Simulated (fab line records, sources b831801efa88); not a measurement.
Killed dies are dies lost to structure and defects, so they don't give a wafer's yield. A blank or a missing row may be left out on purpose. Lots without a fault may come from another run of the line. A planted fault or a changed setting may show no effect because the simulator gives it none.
Which tool did it? | flow sky130 | 6 lots, 18 wafers sampled, at 1 step of a route of 708

WHAT THE GAUGES READ, wafer by wafer
SKY_FIELD_ISO_THK_MEAS_23.
lot  | measured    | on            | FIELD_ISO_OXIDATION_01_THK (nm)
L319 | day 2 23:26 | film_metro-01 | 10.09 10.01 10.03
L323 | day 3 09:48 | film_metro-01 | 9.99 9.73 10.03
L325 | day 3 20:14 | film_metro-02 | 10.17 10.26 10.20
L329 | day 4 16:43 | film_metro-03 | 9.94 9.86 10.10
L331 | day 5 03:25 | film_metro-02 | 10.20 10.28 10.42
L337 | day 6 10:16 | film_metro-03 | 9.86 9.79 10.00

WHICH TOOL RAN EACH LOT (tool, then ch and the chambers of the sampled wafers, then the start)
The record holds no process step before these readings.

THE ANSWER, worked out from the rows above alone
Rule: what is usual is taken from the lots themselves. Put in order of their means at a reading, lots are off if they are a third of the lots or fewer, leave a main group of 4 or more, and stand apart from it by a gap of 3 or more times the standard deviation of the main group's means; of several such gaps the widest counts. A main group whose means are all the same, to the digits that the tables above print for the reading, isn't used. A lot without any number at a reading at which 4 lots or more have one is off too. The other lots that the step has rows for count as sound.
No lot is off at any reading shown: from this, nothing can be told.

WHAT THE SIMULATOR HAD PUT IN
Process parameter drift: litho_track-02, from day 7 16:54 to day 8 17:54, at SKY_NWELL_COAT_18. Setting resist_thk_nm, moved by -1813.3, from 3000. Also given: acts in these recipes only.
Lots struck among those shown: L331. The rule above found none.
